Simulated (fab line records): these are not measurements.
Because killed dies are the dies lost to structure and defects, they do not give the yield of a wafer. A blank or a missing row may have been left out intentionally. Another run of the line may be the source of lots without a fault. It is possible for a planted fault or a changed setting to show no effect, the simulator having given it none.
fab line records	flow sky130
[record] lots = 12	wafers = 36	last-day = 50
route steps=708 shown METAL1@437 VIA1@460 METAL2@483 VIA2@520 PAD_OPEN@708
lots that met no fault: taken from a fault-free run of the same line
start-h: hours from the record's first day to the start of the lot's first wafer shown	wait-h: time in hours since the lot's previous step	" repeats the value in the row above	L1.1+2: a row that stands for several wafers	- no value, or no start given	* or withheld: withheld	< > ~ a bound
route shown NAME@n: names a module that has steps shown in the file, with the first one's number in the route	usual: average and standard deviation across the fault-free wafers	same: alike in all rows	chamber/n: place in a boat	sites: readings site by site	_std_site: standard deviation of those values	_edge_site: mean of outer sites minus mean of inner sites	radius-mm: how far each site lies from the wafer's centre	mask NAME#n: copy n	behind: the most recent tool/chamber to have shaped the wafer	hold: why the lot went on hold/how many hours it stayed there/how the hold came to an end	device: whichever transistor did not switch (one of n, p or np)	end of line: the tests these same wafers got at the end of their route	step lacking rows: just its recipe	killed: at the first sort, the dies lost to defects and structure; wafer yield is something else	map: a wafer's dies, marking killed ones x, the rest . and places with no die _
set.NAME: the setting that was run; set.NAME@STEP: the one run at that earlier step	model.NAME: the simulator's own value behind a step, which no gauge read
route steps across a sampled set of lots; one table per step, one row per wafer
services: from which hour (start-h, from the record's first day; less than 0 if before it) a tool's chamber was out of use, for how many hours, and why
[[steps]]
[step SKY_METAL1_SPUTTER_03]
[recipe] material = Ti	target-thk-nm = 5	power-w = 3000	time-s = 3.3	chamber-pressure-pa = 0.4
[usual] throttle-valve-pct = 29.7/0.75
lot.wafer	tool	chamber	start-h	wait-h	throttle-valve-pct
L690.1	pvd-sputter-04	-	743.55	0.0	30.0
L690.4	"	-	"	"	27.7
L690.6	"	-	"	"	27.9
L692.3	pvd-sputter-01	-	758.52	0.0	30.0
L692.4	"	-	"	"	29.9
L692.6	"	-	"	"	29.9
L693.1	pvd-sputter-02	-	760.66	0.0	30.5
L693.5	"	-	"	"	29.5
L693.6	"	-	"	"	30.8
L694.2	pvd-sputter-01	-	769.19	0.0	30.0
L694.3	"	-	"	"	29.2
L694.6	"	-	"	"	29.8
L697.2	pvd-sputter-02	-	798.85	0.0	30.1
L697.5	"	-	"	"	29.2
L697.6	"	-	"	"	30.8
L698.2	pvd-sputter-02	-	804.50	0.0	29.6
L698.4	"	-	"	"	30.4
L698.6	"	-	"	"	29.4
L700.1	pvd-sputter-01	-	816.05	0.0	28.8
L700.2	"	-	"	"	30.0
L700.3	"	-	"	"	29.9
L702.2	pvd-sputter-04	-	833.59	0.0	30.3
L702.4	"	-	"	"	29.0
L702.6	"	-	"	"	30.6
L709.1	pvd-sputter-02	-	883.89	0.0	30.5
L709.2	"	-	"	"	29.4
L709.6	"	-	"	"	30.0
L711.1	pvd-sputter-01	-	892.77	0.0	30.2
L711.2	"	-	"	"	30.1
L711.5	"	-	"	"	30.0
L712.3	pvd-sputter-01	-	901.56	0.0	30.3
L712.4	"	-	"	"	28.9
L712.6	"	-	"	"	29.1
L713.1	pvd-sputter-01	-	906.89	0.0	28.9
L713.3	"	-	"	"	29.8
L713.5	"	-	"	"	30.0
[step SKY_VIA1_CMP_02]
[recipe] material = SiO2	down-force-psi = 4	platen-rpm = 60	pad-velocity-m-s = 0.94248
[usual] edge-zone-pressure-frac = 0.999/0.0048	motor-current-A = 11.2/0.73
lot.wafer	tool	chamber	start-h	wait-h	edge-zone-pressure-frac	motor-current-A
L690.4	cmp-01	3	771.75	0.1	1.008	12.2
L690.1	"	0	"	"	1.002	10.8
L690.6	"	3	"	"	1.002	11.9
L692.3	cmp-02	2	786.95	0.3	0.992	10.5
L692.4	"	0	"	"	1.003	11.7
L692.6	"	1	"	"	1.000	11.0
L693.1	cmp-02	1	788.36	0.1	0.990	11.5
L693.6	"	1	"	"	0.991	11.8
L693.5	"	2	"	"	0.993	10.8
L694.3	cmp-01	2	798.01	0.1	0.998	11.1
L694.2	"	0	"	"	0.997	11.0
L694.6	"	1	"	"	1.007	12.5
L697.2	cmp-01	2	826.59	0.1	0.998	11.1
L697.6	"	0	"	"	0.998	11.0
L697.5	"	1	"	"	1.009	12.2
L698.2	cmp-01	3	832.33	0.0	1.005	12.3
L698.4	"	1	"	"	1.003	12.4
L698.6	"	0	"	"	1.002	10.8
L700.2	cmp-02	0	843.66	0.1	0.999	11.3
L700.3	"	1	"	"	0.998	11.1
L700.1	"	2	"	"	0.992	11.0
L702.2	cmp-02	2	861.29	0.1	1.000	10.5
L702.4	"	3	"	"	1.011	10.5
L702.6	"	1	"	"	1.003	11.1
L709.2	cmp-01	0	910.54	0.0	0.998	10.6
L709.1	"	1	"	"	0.999	12.1
L709.6	"	1	"	"	1.003	11.9
L711.1	cmp-01	0	918.74	0.1	0.998	11.2
L711.2	"	2	"	"	0.998	11.4
L711.5	"	0	"	"	1.003	10.8
L712.4	cmp-01	3	927.14	0.0	1.004	12.3
L712.3	"	1	"	"	1.010	12.7
L712.6	"	0	"	"	1.004	11.1
L713.1	cmp-01	0	932.73	0.1	1.000	11.0
L713.3	"	1	"	"	0.997	12.5
L713.5	"	0	"	"	1.000	10.8
[step SKY_VIA1_ETCH_15]
[recipe] target = SiO2	chemistry = C4F8/O2/Ar	target-depth-nm = 351	stop-on = TiN	mask-material = KrF-thick	source-w = 1500	bias-w = 1200	pressure-mtorr = 40	c4f8-flow-sccm = withheld	O2_flow_sccm = 6	Ar_flow_sccm = 300	time-s = 54
[usual] oes-product-au = 0.980/0.0062
lot.wafer	tool	chamber	start-h	wait-h	oes-product-au	rf-hours-counter-h
L690.1	rie-diel-02	0	798.84	0.0	0.980	29
L690.4	"	1	"	"	0.984	-
L690.6	"	3	"	"	0.983	-
L692.3	rie-diel-03	2	813.67	0.0	0.975	1
L692.4	"	3	"	"	0.967	-
L692.6	"	2	"	"	0.976	-
L693.1	rie-diel-02	3	815.26	0.0	0.987	29
L693.5	"	3	"	"	0.970	-
L693.6	"	0	"	"	0.978	-
L694.2	rie-diel-03	2	824.84	0.0	0.980	1
L694.3	"	3	"	"	0.975	15
L694.6	"	1	"	"	0.972	-
L697.2	rie-diel-01	2	852.82	0.0	0.976	5
L697.5	"	1	"	"	0.985	-
L697.6	"	2	"	"	0.978	-
L698.2	rie-diel-03	3	858.54	0.0	0.979	16
L698.4	"	1	"	"	0.971	13
L698.6	"	1	"	"	0.971	-
L700.1	rie-diel-01	1	870.09	0.0	0.984	22
L700.2	"	0	"	"	0.989	16
L700.3	"	2	"	"	0.977	5
L702.2	rie-diel-02	1	887.42	0.0	0.977	16
L702.4	"	0	"	"	0.979	1
L702.6	"	2	"	"	1.013	-
L709.1	rie-diel-02	1	936.32	0.0	0.974	18
L709.2	"	2	"	"	0.973	18
L709.6	"	3	"	"	0.971	-
L711.1	rie-diel-02	0	943.67	0.0	0.978	3
L711.2	"	2	"	"	0.986	18
L711.5	"	3	"	"	0.991	-
L712.3	rie-diel-01	3	952.39	0.0	0.978	10
L712.4	"	0	"	"	0.980	-
L712.6	"	2	"	"	0.977	-
L713.1	rie-diel-02	1	957.37	0.0	0.978	19
L713.3	"	3	"	"	0.975	2
L713.5	"	2	"	"	0.989	-
[step SKY_METAL2_SPUTTER_00]
[recipe] material = Ti	target-thk-nm = 15	power-w = 3000	time-s = 10	chamber-pressure-pa = 0.4
[usual] throttle-valve-pct = 29.8/0.72
lot.wafer	tool	chamber	start-h	wait-h	throttle-valve-pct
L690.1	pvd-sputter-02	-	800.15	0.2	29.5
L690.4	"	-	"	"	30.7
L690.6	"	-	"	"	30.3
L692.3	pvd-sputter-03	-	814.95	0.1	30.5
L692.4	"	-	"	"	28.9
L692.6	"	-	"	"	28.9
L693.1	pvd-sputter-02	-	816.54	0.1	31.0
L693.5	"	-	"	"	29.4
L693.6	"	-	"	"	29.9
L694.2	pvd-sputter-02	-	826.12	0.2	31.0
L694.3	"	-	"	"	30.7
L694.6	"	-	"	"	30.8
L697.2	pvd-sputter-02	-	854.50	0.2	30.1
L697.5	"	-	"	"	29.6
L697.6	"	-	"	"	30.4
L698.2	pvd-sputter-02	-	859.87	0.1	30.3
L698.4	"	-	"	"	30.6
L698.6	"	-	"	"	30.4
L700.1	pvd-sputter-02	-	871.40	0.1	30.7
L700.2	"	-	"	"	30.2
L700.3	"	-	"	"	31.0
L702.2	pvd-sputter-01	-	888.69	0.1	28.9
L702.4	"	-	"	"	29.8
L702.6	"	-	"	"	29.0
L709.1	pvd-sputter-02	-	937.94	0.1	31.3
L709.2	"	-	"	"	30.0
L709.6	"	-	"	"	29.9
L711.1	pvd-sputter-03	-	944.98	0.2	31.0
L711.2	"	-	"	"	28.6
L711.5	"	-	"	"	28.5
L712.3	pvd-sputter-03	-	953.67	0.1	29.7
L712.4	"	-	"	"	30.7
L712.6	"	-	"	"	28.9
L713.1	pvd-sputter-01	-	958.65	0.1	30.2
L713.3	"	-	"	"	29.8
L713.5	"	-	"	"	29.7
[step SKY_VIA2_OVL_MEAS_13]
[usual] VIA2_OVL = 1/5.4
lot.wafer	tool	chamber	start-h	wait-h	VIA2_OVL[nm]
L690.1	overlay-02	-	853.84	0.1	-3
L690.4	"	-	"	"	-4
L690.6	"	-	"	"	-3
L692.3	overlay-01	-	869.02	0.1	0
L692.4	"	-	"	"	8
L692.6	"	-	"	"	-1
L693.1	overlay-01	-	870.41	0.1	-2
L693.5	"	-	"	"	4
L693.6	"	-	"	"	-5
L694.2	overlay-02	-	879.75	0.1	0
L694.3	"	-	"	"	-7
L694.6	"	-	"	"	-2
L697.2	overlay-02	-	907.27	0.1	-7
L697.5	"	-	"	"	-3
L697.6	"	-	"	"	0
L698.2	overlay-01	-	913.32	0.1	-2
L698.4	"	-	"	"	0
L698.6	"	-	"	"	6
L700.1	overlay-01	-	923.81	0.1	6
L700.2	"	-	"	"	0
L700.3	"	-	"	"	6
L702.2	overlay-02	-	941.10	0.1	-3
L702.4	"	-	"	"	4
L702.6	"	-	"	"	2
L709.1	overlay-01	-	988.76	0.1	8
L709.2	"	-	"	"	10
L709.6	"	-	"	"	9
L711.1	overlay-02	-	995.31	0.1	-3
L711.2	"	-	"	"	-5
L711.5	"	-	"	"	0
L712.3	overlay-02	-	1002.82	0.1	-9
L712.4	"	-	"	"	-8
L712.6	"	-	"	"	-5
L713.1	overlay-02	-	1007.56	0.1	-1
L713.3	"	-	"	"	5
L713.5	"	-	"	"	2
[step SKY_PAD_OPEN_PROBE_99]
[usual] defect-limited-yield = 82.3/2	killed_at_M0_to_M3 = 44/7	killed_at_M4_up = 3.1/1.8	killed-at-contacts = 25/5.1	killed-at-front-end = 15/4.3	killed-at-other = 0.3/0.61	killed-dies = 87/9.8	killed-open = 48/7	killed-short = 38/6.3
[same] gross-dies = 492	killed-at-back-side = 0
lot.wafer	tool	chamber	start-h	wait-h	defect-limited-yield[%]	killed_at_M0_to_M3	killed_at_M4_up	killed-at-contacts	killed-at-front-end	killed-at-other	killed-dies	killed-open	killed-short
L690.1	prober-02	-	1080.50	0.1	82.9	45	1	23	12	3	84	39	42
L690.4	prober-02	-	1080.65	0.2	80.9	50	3	18	23	0	94	51	43
L690.6	prober-02	-	1080.75	0.2	80.7	43	6	24	21	1	95	49	46
L692.3	prober-02	-	1091.94	0.2	82.7	49	1	26	9	0	85	49	36
L692.4	prober-02	-	1091.99	0.2	84.3	33	4	29	11	0	77	41	35
L692.6	prober-02	-	1092.09	0.2	85.4	36	2	18	16	0	72	37	35
L693.1	prober-01	-	1093.39	0.1	77.2	63	1	22	23	3	112	61	50
L693.5	prober-01	-	1093.59	0.2	81.7	34	3	28	24	1	90	46	43
L693.6	prober-01	-	1093.64	0.2	84.6	42	3	24	6	1	76	50	26
L694.2	prober-02	-	1100.22	0.1	81.7	42	4	24	20	0	90	49	41
L694.3	prober-02	-	1100.27	0.2	86.0	30	3	22	14	0	69	35	34
L694.6	prober-02	-	1100.42	0.2	83.5	47	2	19	11	2	81	40	41
L697.2	prober-01	-	1122.34	0.1	81.7	43	5	26	16	0	90	45	44
L697.5	prober-01	-	1122.49	0.2	81.1	51	4	23	15	0	93	42	50
L697.6	prober-01	-	1122.54	0.2	81.3	46	3	20	23	0	92	59	31
L698.2	prober-02	-	1127.79	0.1	82.5	36	4	23	23	0	86	46	40
L698.4	prober-02	-	1127.89	0.2	80.1	51	5	23	18	1	98	61	37
L698.6	prober-02	-	1127.99	0.2	82.1	34	4	28	22	0	88	45	43
L700.1	prober-02	-	1136.29	0.1	84.3	44	6	19	8	0	77	39	37
L700.2	prober-02	-	1136.34	0.1	80.1	47	5	32	14	0	98	58	39
L700.3	prober-02	-	1136.39	0.2	76.6	53	3	40	18	1	115	64	50
L702.2	prober-02	-	1149.31	0.1	82.5	50	2	22	11	1	86	56	30
L702.4	prober-02	-	1149.41	0.2	82.3	46	3	22	16	0	87	46	41
L702.6	prober-02	-	1149.51	0.2	86.4	38	2	15	12	0	67	31	36
L709.1	prober-01	-	1182.59	0.1	80.7	44	4	27	18	2	95	52	43
L709.2	prober-01	-	1182.64	0.1	83.3	41	5	26	10	0	82	42	40
L709.6	prober-01	-	1182.84	0.2	83.3	43	1	20	18	0	82	45	37
L711.1	prober-01	-	1189.62	0.1	87.0	40	5	14	5	0	64	35	29
L711.2	prober-01	-	1189.67	0.1	81.7	50	2	19	19	0	90	47	43
L711.5	prober-01	-	1189.82	0.2	80.9	46	8	25	15	0	94	52	42
L712.3	prober-02	-	1193.79	0.2	78.7	58	3	27	17	0	105	54	50
L712.4	prober-02	-	1193.84	0.2	84.6	41	2	22	11	0	76	44	32
L712.6	prober-02	-	1193.94	0.2	82.3	52	5	21	9	0	87	60	27
L713.1	prober-01	-	1196.04	0.1	80.3	48	3	29	16	1	97	53	44
L713.3	prober-01	-	1196.14	0.2	79.7	47	4	34	15	0	100	58	40
L713.5	prober-01	-	1196.24	0.2	84.6	35	5	24	12	0	76	45	30
// killed by level:class
L690.1 CONTACT:geometric-particle:open=12 VIA3:geometric-particle:short=9 METAL2:geometric-particle:short=7 VIA2:geometric-particle:open=7 VIA1:geometric-particle:open=6 FIELD_ISO:geometric-particle:short=5 LOCAL_INTERCONNECT:geometric-particle:short=5 VIA3:geometric-particle:open=5
L690.4 VIA2:geometric-particle:open=11 CONTACT:geometric-particle:open=10 VIA1:geometric-particle:short=7 METAL2:geometric-particle:short=7 POLY_GATE:geometric-particle:short=6 POLY_GATE:geometric-particle:open=5 LI_CONTACT:geometric-particle:open=5 VIA1:geometric-particle:open=5
L690.6 LI_CONTACT:geometric-particle:open=9 CONTACT:geometric-particle:open=9 VIA2:geometric-particle:open=6 VIA2:geometric-particle:short=6 VIA3:geometric-particle:open=6 FIELD_ISO:geometric-particle:short=5 FIELD_ISO:geometric-particle:open=5 VIA1:geometric-particle:open=5
L692.3 LI_CONTACT:geometric-particle:open=12 VIA1:geometric-particle:open=12 METAL2:geometric-particle:short=6 VIA2:geometric-particle:open=6 VIA3:geometric-particle:open=6 LOCAL_INTERCONNECT:geometric-particle:short=5 VIA3:geometric-particle:short=5 POLY_GATE:geometric-particle:open=4
L692.4 LOCAL_INTERCONNECT:geometric-particle:short=8 VIA1:geometric-particle:open=7 LI_CONTACT:geometric-particle:open=6 CONTACT:geometric-particle:open=6 VIA2:geometric-particle:open=5 VIA3:geometric-particle:open=5 METAL1:geometric-particle:open=4 METAL1:geometric-particle:short=4
L692.6 VIA1:geometric-particle:open=11 LI_CONTACT:geometric-particle:open=7 FIELD_ISO:geometric-particle:short=6 METAL1:geometric-particle:short=4 METAL2:geometric-particle:short=4 VIA3:geometric-particle:open=4 LOCAL_INTERCONNECT:geometric-particle:open=3 POLY_GATE:geometric-particle:short=3
L693.1 VIA1:geometric-particle:open=12 VIA3:geometric-particle:open=9 LI_CONTACT:geometric-particle:open=8 METAL1:geometric-particle:short=8 CONTACT:geometric-particle:open=7 VIA2:geometric-particle:open=7 POLY_GATE:geometric-particle:short=6 METAL3:geometric-particle:short=6
L693.5 CONTACT:geometric-particle:open=9 METAL1:geometric-particle:short=7 VIA1:geometric-particle:open=7 FIELD_ISO:geometric-particle:short=6 LI_CONTACT:geometric-particle:open=6 LOCAL_INTERCONNECT:geometric-particle:short=6 FIELD_ISO:geometric-particle:open=5 VIA3:geometric-particle:open=5
L693.6 CONTACT:geometric-particle:open=12 VIA1:geometric-particle:open=11 VIA3:geometric-particle:open=9 LI_CONTACT:geometric-particle:open=6 VIA2:geometric-particle:open=5 FIELD_ISO:geometric-particle:short=3 LOCAL_INTERCONNECT:geometric-particle:short=3 METAL2:geometric-particle:open=3
L694.2 CONTACT:geometric-particle:open=11 VIA1:geometric-particle:open=9 FIELD_ISO:geometric-particle:open=7 METAL1:geometric-particle:short=7 VIA2:geometric-particle:open=6 CONTACT:geometric-particle:short=6 LI_CONTACT:geometric-particle:open=5 VIA3:geometric-particle:open=5
L694.3 CONTACT:geometric-particle:open=10 LI_CONTACT:geometric-particle:open=6 METAL1:geometric-particle:short=6 METAL2:geometric-particle:short=5 VIA3:geometric-particle:open=5 VIA2:geometric-particle:open=4 VIA3:geometric-particle:short=4 FIELD_ISO:geometric-particle:short=3
L694.6 VIA1:geometric-particle:open=11 CONTACT:geometric-particle:open=9 VIA3:geometric-particle:open=8 POLY_GATE:geometric-particle:short=6 VIA2:geometric-particle:short=6 METAL1:geometric-particle:short=5 VIA1:geometric-particle:short=5 LI_CONTACT:geometric-particle:open=4
L697.2 VIA1:geometric-particle:open=10 LI_CONTACT:geometric-particle:open=8 CONTACT:geometric-particle:open=7 METAL2:geometric-particle:short=7 FIELD_ISO:geometric-particle:short=5 FIELD_ISO:geometric-particle:open=5 LOCAL_INTERCONNECT:geometric-particle:short=5 VIA3:geometric-particle:open=5
L697.5 VIA1:geometric-particle:open=11 VIA2:geometric-particle:open=8 CONTACT:geometric-particle:open=6 VIA1:geometric-particle:short=6 VIA2:geometric-particle:short=5 LI_CONTACT:geometric-particle:open=5 METAL2:geometric-particle:short=5 VIA3:geometric-particle:short=5
L697.6 VIA1:geometric-particle:open=15 CONTACT:geometric-particle:open=8 VIA2:geometric-particle:open=7 FIELD_ISO:geometric-particle:short=6 POLY_GATE:geometric-particle:open=6 LI_CONTACT:geometric-particle:open=6 FIELD_ISO:geometric-particle:open=5 METAL2:geometric-particle:short=5
L698.2 VIA1:geometric-particle:open=11 CONTACT:geometric-particle:open=9 FIELD_ISO:geometric-particle:short=6 FIELD_ISO:geometric-particle:open=5 LI_CONTACT:geometric-particle:open=5 METAL1:geometric-particle:short=5 METAL2:geometric-particle:short=5 CONTACT:geometric-particle:short=4
L698.4 VIA1:geometric-particle:open=16 CONTACT:geometric-particle:open=12 VIA2:geometric-particle:open=7 VIA3:geometric-particle:open=6 FIELD_ISO:geometric-particle:open=5 LI_CONTACT:geometric-particle:open=5 METAL1:geometric-particle:short=5 VIA1:geometric-particle:short=4
L698.6 CONTACT:geometric-particle:open=9 VIA1:geometric-particle:open=9 LOCAL_INTERCONNECT:geometric-particle:short=6 FIELD_ISO:geometric-particle:short=5 POLY_GATE:geometric-particle:short=5 VIA2:geometric-particle:open=5 FIELD_ISO:geometric-particle:open=4 LI_CONTACT:geometric-particle:short=4
L700.1 VIA1:geometric-particle:open=9 VIA2:geometric-particle:open=9 VIA1:geometric-particle:short=7 CONTACT:geometric-particle:short=6 METAL2:geometric-particle:short=5 VIA3:geometric-particle:open=5 METAL4:geometric-particle:short=5 LI_CONTACT:geometric-particle:open=4
L700.2 CONTACT:geometric-particle:open=12 VIA3:geometric-particle:open=10 VIA1:geometric-particle:open=9 CONTACT:geometric-particle:short=7 LI_CONTACT:geometric-particle:open=6 LOCAL_INTERCONNECT:geometric-particle:short=6 VIA2:geometric-particle:open=6 METAL1:geometric-particle:short=5
L700.3 VIA3:geometric-particle:open=12 LI_CONTACT:geometric-particle:open=10 CONTACT:geometric-particle:open=9 VIA2:geometric-particle:open=9 CONTACT:geometric-particle:short=8 VIA1:geometric-particle:open=7 LOCAL_INTERCONNECT:geometric-particle:short=6 METAL1:geometric-particle:short=6
L702.2 VIA1:geometric-particle:open=19 CONTACT:geometric-particle:open=8 VIA3:geometric-particle:open=8 LI_CONTACT:geometric-particle:open=7 METAL1:geometric-particle:short=7 METAL2:geometric-particle:short=5 POLY_GATE:geometric-particle:open=4 CONTACT:geometric-particle:short=4
L702.4 VIA1:geometric-particle:open=15 CONTACT:geometric-particle:open=9 METAL2:geometric-particle:short=9 VIA1:geometric-particle:short=8 FIELD_ISO:geometric-particle:open=5 LOCAL_INTERCONNECT:geometric-particle:short=5 CONTACT:geometric-particle:short=4 POLY_GATE:geometric-particle:open=3
L702.6 VIA1:geometric-particle:open=8 VIA3:geometric-particle:open=7 METAL1:geometric-particle:short=5 VIA3:geometric-particle:short=5 VIA1:geometric-particle:short=4 METAL2:geometric-particle:short=4 FIELD_ISO:geometric-particle:open=3 FIELD_ISO:geometric-particle:short=3
L709.1 LI_CONTACT:geometric-particle:open=12 CONTACT:geometric-particle:open=8 POLY_GATE:geometric-particle:open=7 VIA3:geometric-particle:short=6 VIA2:geometric-particle:open=6 VIA3:geometric-particle:open=6 VIA2:geometric-particle:short=5 VIA1:geometric-particle:open=4
L709.2 METAL2:geometric-particle:short=8 CONTACT:geometric-particle:open=8 VIA3:geometric-particle:open=7 LI_CONTACT:geometric-particle:short=6 LI_CONTACT:geometric-particle:open=6 VIA1:geometric-particle:open=5 VIA2:geometric-particle:open=4 VIA2:geometric-particle:short=4
L709.6 VIA1:geometric-particle:open=13 METAL2:geometric-particle:short=8 CONTACT:geometric-particle:open=6 VIA3:geometric-particle:open=6 LI_CONTACT:geometric-particle:open=5 POLY_GATE:geometric-particle:open=4 LI_CONTACT:geometric-particle:short=4 CONTACT:geometric-particle:short=4
L711.1 VIA1:geometric-particle:open=13 METAL2:geometric-particle:short=10 LI_CONTACT:geometric-particle:open=8 VIA3:geometric-particle:open=7 METAL4:geometric-particle:short=4 POLY_GATE:geometric-particle:open=3 METAL1:geometric-particle:short=3 POLY_GATE:geometric-particle:short=2
L711.2 VIA1:geometric-particle:open=11 VIA3:geometric-particle:open=8 FIELD_ISO:geometric-particle:open=7 VIA1:geometric-particle:short=7 CONTACT:geometric-particle:open=6 METAL2:geometric-particle:short=5 CONTACT:geometric-particle:short=4 METAL1:geometric-particle:short=4
L711.5 VIA1:geometric-particle:open=10 CONTACT:geometric-particle:open=9 LI_CONTACT:geometric-particle:open=8 METAL2:geometric-particle:short=7 VIA3:geometric-particle:open=7 VIA2:geometric-particle:open=5 METAL4:geometric-particle:short=5 FIELD_ISO:geometric-particle:open=4
L712.3 VIA1:geometric-particle:open=16 METAL1:geometric-particle:short=10 VIA3:geometric-particle:open=9 CONTACT:geometric-particle:open=8 LI_CONTACT:geometric-particle:open=7 FIELD_ISO:geometric-particle:short=5 LI_CONTACT:geometric-particle:short=4 CONTACT:geometric-particle:short=4
L712.4 VIA1:geometric-particle:open=14 CONTACT:geometric-particle:open=8 LI_CONTACT:geometric-particle:open=7 VIA3:geometric-particle:open=6 VIA1:geometric-particle:short=5 POLY_GATE:geometric-particle:short=3 LOCAL_INTERCONNECT:geometric-particle:short=3 VIA3:geometric-particle:short=3
L712.6 VIA1:geometric-particle:open=15 VIA2:geometric-particle:open=13 VIA3:geometric-particle:open=10 CONTACT:geometric-particle:open=9 LI_CONTACT:geometric-particle:open=5 VIA1:geometric-particle:short=4 CONTACT:geometric-particle:short=3 METAL4:geometric-particle:short=3
L713.1 LI_CONTACT:geometric-particle:open=11 VIA1:geometric-particle:open=11 CONTACT:geometric-particle:open=10 VIA2:geometric-particle:open=9 METAL3:geometric-particle:short=8 FIELD_ISO:geometric-particle:short=5 POLY_GATE:geometric-particle:short=5 VIA3:geometric-particle:short=5
L713.3 LI_CONTACT:geometric-particle:open=14 VIA2:geometric-particle:open=10 VIA3:geometric-particle:open=9 METAL1:geometric-particle:short=7 VIA1:geometric-particle:open=7 FIELD_ISO:geometric-particle:open=5 LOCAL_INTERCONNECT:geometric-particle:short=5 CONTACT:geometric-particle:open=5
L713.5 LI_CONTACT:geometric-particle:open=8 VIA2:geometric-particle:open=8 CONTACT:geometric-particle:short=6 CONTACT:geometric-particle:open=6 VIA1:geometric-particle:open=6 METAL1:geometric-particle:short=5 POLY_GATE:geometric-particle:open=4 POLY_GATE:geometric-particle:short=3
[[services]]
tool	chamber	start-h	hours	kind
pvd-sputter-01	-	726.07	4.4	repair
pvd-sputter-01	-	729.41	4.2	repair
pvd-sputter-02	-	738.38	4.9	repair
cmp-02	-	742.26	0.5	repair
cmp-02	-	744.00	4.0	pm
rie-diel-01	2	748.56	4.4	repair
pvd-sputter-02	-	772.08	10.3	repair
rie-diel-02	2	780.93	19.0	repair
cmp-01	-	786.76	5.6	pm
pvd-sputter-01	-	789.20	3.5	repair
cmp-02	-	808.72	0.5	repair
rie-diel-03	0	810.73	6.6	repair
pvd-sputter-01	-	833.08	3.0	repair
rie-diel-01	2	834.00	8.0	repair
cmp-02	-	868.17	3.4	repair
rie-diel-01	-	886.64	1.4	repair
cmp-02	-	891.51	14.8	pm
rie-diel-02	2	896.12	3.5	repair
pvd-sputter-04	-	900.39	18.2	repair
rie-diel-03	3	901.63	19.9	repair
cmp-01	-	912.00	4.0	pm
rie-diel-01	3	918.59	4.7	repair
pvd-sputter-02	-	942.36	10.4	repair
pvd-sputter-04	-	957.31	26.4	repair
[[key]]
[first-sign] step = SKY_VIA1_ETCH_15	reading = oes-product-au	direction = up	sigmas = 5.4	usual = 0.980	struck = 1.013
effect none on later readings
met-at SKY_VIA1_CMP_02
struck-lots L702
struck-wafers L702.6
not-acting-at SKY_METAL1_SPUTTER_03,SKY_METAL2_SPUTTER_00,SKY_VIA2_OVL_MEAS_13
onset-between 843.66 861.29
[fault] kind = process-parameter-drift	tool = cmp-02	chamber = -	onset-h = 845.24	steps = SKY_VIA1_CMP_02	channel = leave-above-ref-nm	offset = 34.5	shape = step	end-h = 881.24	scope = struck-wafers-only	acts-in = these-recipes-only	stated = 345
